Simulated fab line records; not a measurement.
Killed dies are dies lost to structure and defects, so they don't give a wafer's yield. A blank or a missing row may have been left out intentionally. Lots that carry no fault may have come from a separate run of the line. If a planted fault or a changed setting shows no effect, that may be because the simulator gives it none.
A sampling plan put to the test / flow gf180mcu / each of the 13 faults these records tell of, on one fab line, judged from the records of the lots it struck
The plan consists of the line's own looks: route steps at which the wafer is read by a gauge or an inspection but not changed. A look is open to judgement when struck wafers have a number at it and the file gives its usual mean and standard deviation on fault-free wafers. Caught: the struck wafers' mean, at a look after the fault's first step, is 4 or more of those standard deviations (sigma) away from the usual mean. On the tool: here the same test is run on the tool's own readings at the fault's steps. It also counts as caught if the struck wafers ran another recipe or if their record alone is blank.

THE FAULTS, as the simulator had put them in
1. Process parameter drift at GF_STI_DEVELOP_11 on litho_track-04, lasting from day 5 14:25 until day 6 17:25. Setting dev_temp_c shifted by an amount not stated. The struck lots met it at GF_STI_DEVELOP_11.
2. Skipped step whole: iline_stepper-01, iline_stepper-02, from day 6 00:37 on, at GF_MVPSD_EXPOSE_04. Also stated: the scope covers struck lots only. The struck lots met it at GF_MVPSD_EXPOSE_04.
3. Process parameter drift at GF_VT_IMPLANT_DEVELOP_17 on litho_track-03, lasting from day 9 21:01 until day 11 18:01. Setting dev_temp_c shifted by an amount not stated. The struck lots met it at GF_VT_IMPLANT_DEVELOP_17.
4. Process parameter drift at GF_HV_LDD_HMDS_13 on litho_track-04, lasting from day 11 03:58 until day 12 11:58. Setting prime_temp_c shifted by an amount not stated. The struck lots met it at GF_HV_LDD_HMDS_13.
5. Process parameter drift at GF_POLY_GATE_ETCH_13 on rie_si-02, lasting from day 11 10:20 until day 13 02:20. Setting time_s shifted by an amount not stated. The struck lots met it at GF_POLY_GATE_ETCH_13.
6. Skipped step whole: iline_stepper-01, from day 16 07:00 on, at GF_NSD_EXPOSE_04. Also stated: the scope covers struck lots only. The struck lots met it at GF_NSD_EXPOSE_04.
7. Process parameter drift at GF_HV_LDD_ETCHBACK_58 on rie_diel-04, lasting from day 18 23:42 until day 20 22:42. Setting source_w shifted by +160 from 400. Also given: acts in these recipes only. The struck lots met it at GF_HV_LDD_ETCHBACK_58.
8. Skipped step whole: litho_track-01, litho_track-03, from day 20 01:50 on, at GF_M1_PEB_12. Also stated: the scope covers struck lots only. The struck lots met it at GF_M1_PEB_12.
9. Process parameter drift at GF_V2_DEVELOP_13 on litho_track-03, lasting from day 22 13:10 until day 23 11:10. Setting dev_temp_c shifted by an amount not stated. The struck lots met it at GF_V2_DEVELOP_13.
10. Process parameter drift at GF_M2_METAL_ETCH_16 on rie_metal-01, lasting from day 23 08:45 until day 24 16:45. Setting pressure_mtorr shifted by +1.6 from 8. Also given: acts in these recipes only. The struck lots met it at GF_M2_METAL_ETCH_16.
11. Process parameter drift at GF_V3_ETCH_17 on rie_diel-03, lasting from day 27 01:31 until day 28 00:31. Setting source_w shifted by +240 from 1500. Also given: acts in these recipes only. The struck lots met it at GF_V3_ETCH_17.
12. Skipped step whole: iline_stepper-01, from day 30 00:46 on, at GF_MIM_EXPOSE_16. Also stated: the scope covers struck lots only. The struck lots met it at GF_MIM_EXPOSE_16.
13. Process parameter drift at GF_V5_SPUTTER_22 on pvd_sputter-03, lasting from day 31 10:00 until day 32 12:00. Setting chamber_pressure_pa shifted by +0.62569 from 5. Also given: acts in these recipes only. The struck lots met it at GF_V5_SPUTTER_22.

WHAT THE PLAN SAW
fault=1; on the tool itself=developer_temp_C +7.7 sigma; first look that catches it=not the one look that can be judged after it; reading, sigma=-; median hours from its first step to that look=-; hours from the fault's start to the first struck lot there=-; judged looks passed uncaught=1
fault=2; on the tool itself=no reading that can be judged; first look that catches it=no look after it can be judged; reading, sigma=-; median hours from its first step to that look=-; hours from the fault's start to the first struck lot there=-; judged looks passed uncaught=0
fault=3; on the tool itself=developer_temp_C -8.5 sigma; first look that catches it=no look after it can be judged; reading, sigma=-; median hours from its first step to that look=-; hours from the fault's start to the first struck lot there=-; judged looks passed uncaught=0
fault=4; on the tool itself=prime_temp_c -21 sigma; first look that catches it=not the one look that can be judged after it; reading, sigma=-; median hours from its first step to that look=-; hours from the fault's start to the first struck lot there=-; judged looks passed uncaught=1
fault=5; on the tool itself=run_length_s +11 sigma; first look that catches it=no look after it can be judged; reading, sigma=-; median hours from its first step to that look=-; hours from the fault's start to the first struck lot there=-; judged looks passed uncaught=0
fault=6; on the tool itself=no reading that can be judged; first look that catches it=no look after it can be judged; reading, sigma=-; median hours from its first step to that look=-; hours from the fault's start to the first struck lot there=-; judged looks passed uncaught=0
fault=7; on the tool itself=rf_fwd_power_W +99 or beyond sigma; first look that catches it=no look after it can be judged; reading, sigma=-; median hours from its first step to that look=-; hours from the fault's start to the first struck lot there=-; judged looks passed uncaught=0
fault=8; on the tool itself=the tool's record is blank for the struck wafers; first look that catches it=no look after it can be judged; reading, sigma=-; median hours from its first step to that look=-; hours from the fault's start to the first struck lot there=-; judged looks passed uncaught=0
fault=9; on the tool itself=developer_temp_C -7.3 sigma; first look that catches it=not the one look that can be judged after it; reading, sigma=-; median hours from its first step to that look=-; hours from the fault's start to the first struck lot there=-; judged looks passed uncaught=1
fault=10; on the tool itself=chamber_pressure_mTorr +99 or beyond sigma; first look that catches it=no look after it can be judged; reading, sigma=-; median hours from its first step to that look=-; hours from the fault's start to the first struck lot there=-; judged looks passed uncaught=0
fault=11; on the tool itself=rf_fwd_power_W +53 sigma; first look that catches it=no look after it can be judged; reading, sigma=-; median hours from its first step to that look=-; hours from the fault's start to the first struck lot there=-; judged looks passed uncaught=0
fault=12; on the tool itself=no reading that can be judged; first look that catches it=no look after it can be judged; reading, sigma=-; median hours from its first step to that look=-; hours from the fault's start to the first struck lot there=-; judged looks passed uncaught=0
fault=13; on the tool itself=chamber_pressure_pa +56 sigma; first look that catches it=not the one look that can be judged after it; reading, sigma=-; median hours from its first step to that look=-; hours from the fault's start to the first struck lot there=-; judged looks passed uncaught=1
Dash: fault not caught, or number not given in these records.

Caught at a look: 0 of 13. Caught on the tool: 10 of 13. By one or the other: 10 of 13.
On the tool alone, faults 1, 3, 4, 5, 7, 8, 9, 10, 11, 13 were caught.
Caught by neither: faults 2, 6, 12.
